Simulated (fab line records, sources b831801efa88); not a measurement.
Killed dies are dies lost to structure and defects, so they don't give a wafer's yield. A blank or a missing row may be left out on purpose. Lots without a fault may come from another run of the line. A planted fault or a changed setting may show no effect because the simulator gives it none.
Chamber matching | flow gf180mcu | GF_PASSIVATION_CVD_02 on pecvd-02: 3 sister chambers
The step deposits Si3N4, target thk 700 nm, time 486.18 s. 6 wafers are shown with their chamber, then 10 later ones without.

WAFERS WITH THEIR CHAMBER
wafer  | chamber | heater_power_w (W)
L079.1 | 2       | 607
L082.3 | 1       | 660
L082.5 | 2       | 702
L082.6 | 0       | 459
L083.1 | 0       | 522
L083.5 | 1       | 703

WAFERS WITHOUT THEIR CHAMBER
wafer  | heater_power_w (W)
L083.6 | 557
L086.4 | 744
L086.5 | 548
L086.6 | 628
L090.1 | 671
L090.2 | 778
L090.4 | 702
L092.2 | 770
L092.4 | 571
L092.5 | 666

WHICH CHAMBER EACH WENT THROUGH
wafer  | from the rows above          | in truth
L083.6 | can't be placed: 0 or 2 or 1 | 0
L086.4 | can't be placed: 1 or 2      | 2
L086.5 | can't be placed: 0 or 2 or 1 | 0
L086.6 | can't be placed: 2 or 1      | 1
L090.1 | can't be placed: 1 or 2      | 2
L090.2 | can't be placed: 1 or 2      | 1
L090.4 | can't be placed: 1 or 2      | 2
L092.2 | can't be placed: 1 or 2      | 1
L092.4 | can't be placed: 0 or 2 or 1 | 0
L092.5 | can't be placed: 2 or 1      | 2
Placed correctly: 0 of 10. Can't be placed from these rows: 10 (the true chamber is among the candidates in 10). Placed wrongly: 0.
How it was worked out, from the rows above alone: a wafer's distance from a chamber is the root of the sum, over the readings, of the square of ((its reading less the chamber's mean) divided by the reading's scatter). The wafer belongs to the nearest chamber; if the next one is less than 2 further off, it can't be placed. A chamber's mean is the mean of its shown wafers. The scatter: the root of (the sum of the squares of (reading less its chamber's mean) over the shown wafers, divided by (wafers less chambers)).
